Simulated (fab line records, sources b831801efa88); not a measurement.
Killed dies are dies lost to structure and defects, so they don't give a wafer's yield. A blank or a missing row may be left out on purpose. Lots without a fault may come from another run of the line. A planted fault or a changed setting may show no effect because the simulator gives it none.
Split-lot experiment | flow gf180mcu | 5 lots, 23 wafers read, on a route of 602 steps

THE SPLIT
At GF_STI_ETCH_13 (etches the open film in CHF3/O2, stops on Si, target depth 282.31 nm, time 112.9 s), the setting time_s was moved away from the recipe's 112.9 s on 5 of the 23 wafers read, by -8.1% to -4.0%. The other wafers ran this setting at the recipe's value.

The reading is taken at the split's own step.

THE READING
oes_product_au, in a.u., at GF_STI_ETCH_13 (etches the open film in CHF3/O2, stops on Si, target depth 282.31 nm, time 112.9 s). Fault-free wafers of this fab line usually give 0.830 a.u., standard deviation 0.0073 a.u..

wafer  | tool, chamber at the split | time_s as run, s | against the recipe | oes_product_au, a.u. | against lot-mates on the recipe
L074.1 | rie_diel-04, 1             | 112.9            | recipe             | 0.831                | -
L074.2 | rie_diel-04, 3             | 108.4            | -4.0%              | 0.849                | +0.024
L074.3 | rie_diel-04, 0             | 112.9            | recipe             | 0.818                | -
L074.4 | rie_diel-04, 2             | 108.4            | -4.0%              | 0.843                | +0.018
L074.5 | rie_diel-04, 1             | 108.4            | -4.0%              | 0.842                | +0.017
L078.1 | rie_diel-01, 0             | 112.9            | recipe             | 0.828                | -
L078.3 | rie_diel-01, 2             | 112.9            | recipe             | 0.831                | -
L078.4 | rie_diel-01, 3             | 103.8            | -8.1%              | 0.870                | +0.037
L078.5 | rie_diel-01, 0             | 103.8            | -8.1%              | 0.873                | +0.040
L078.6 | rie_diel-01, 3             | 112.9            | recipe             | 0.841                | -
L082.1 | rie_diel-04, 3             | 112.9            | recipe             | 0.834                | -
L082.3 | rie_diel-04, 2             | 112.9            | recipe             | 0.828                | -
L082.4 | rie_diel-04, 0             | 112.9            | recipe             | 0.830                | -
L082.5 | rie_diel-04, 1             | 112.9            | recipe             | 0.826                | -
L082.6 | rie_diel-04, 0             | 112.9            | recipe             | 0.826                | -
L084.1 | rie_diel-04, 1             | 112.9            | recipe             | 0.819                | -
L084.3 | rie_diel-04, 2             | 112.9            | recipe             | 0.828                | -
L084.4 | rie_diel-04, 0             | 112.9            | recipe             | 0.827                | -
L084.5 | rie_diel-04, 3             | 112.9            | recipe             | 0.832                | -
L084.6 | rie_diel-04, 0             | 112.9            | recipe             | 0.826                | -
L085.3 | rie_diel-01, 2             | 112.9            | recipe             | 0.837                | -
L085.5 | rie_diel-01, 1             | 112.9            | recipe             | 0.839                | -
L085.6 | rie_diel-01, 0             | 112.9            | recipe             | 0.836                | -

THE FIT
A straight line over all 23 wafers: oes_product_au changes by -0.00484 a.u. for each +1% of time_s; r = -0.90; the points scatter about the line by 0.006 a.u..
The same after taking each lot's own level away (the mean of its wafers on the recipe; 23 wafers): -0.00481 a.u. for each +1%; r = -0.95; scatter 0.0041 a.u..
On that fit, the largest move of time_s shifts the reading by 0.039 a.u..
The lots' own levels span 0.8245 to 0.8373 a.u., that is 1.8 times the standard deviation above.
So the lot-to-lot level changes the slope little: the two slopes agree.
Check: with one of the wafers moved furthest among these (-8.1%) left out of the fit, the line predicts +0.0401 a.u. for it against its lot-mates. It came out at +0.0367 a.u. against them.
Tool readings at the split's step, against how far the setting was moved: oes_product_au r = -0.90.

OTHER SPLITS ON THESE WAFERS
These wafers also went through other splits before the reading. Each is held against what the fit with the lots' levels taken away leaves over:
other split on the same wafers | wafers away from the commonest value | r with oes_product_au (lot level and that fit taken away)
GF_STI_OXIDATION_01 temp_c     | 15                                   | +0.02
GF_STI_COAT_07 resist_thk_nm   | 6                                    | +0.07

THE FILE'S OWN FIT
oes_product_au changes by -0.00477 a.u. for each +1% of time_s, r = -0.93.
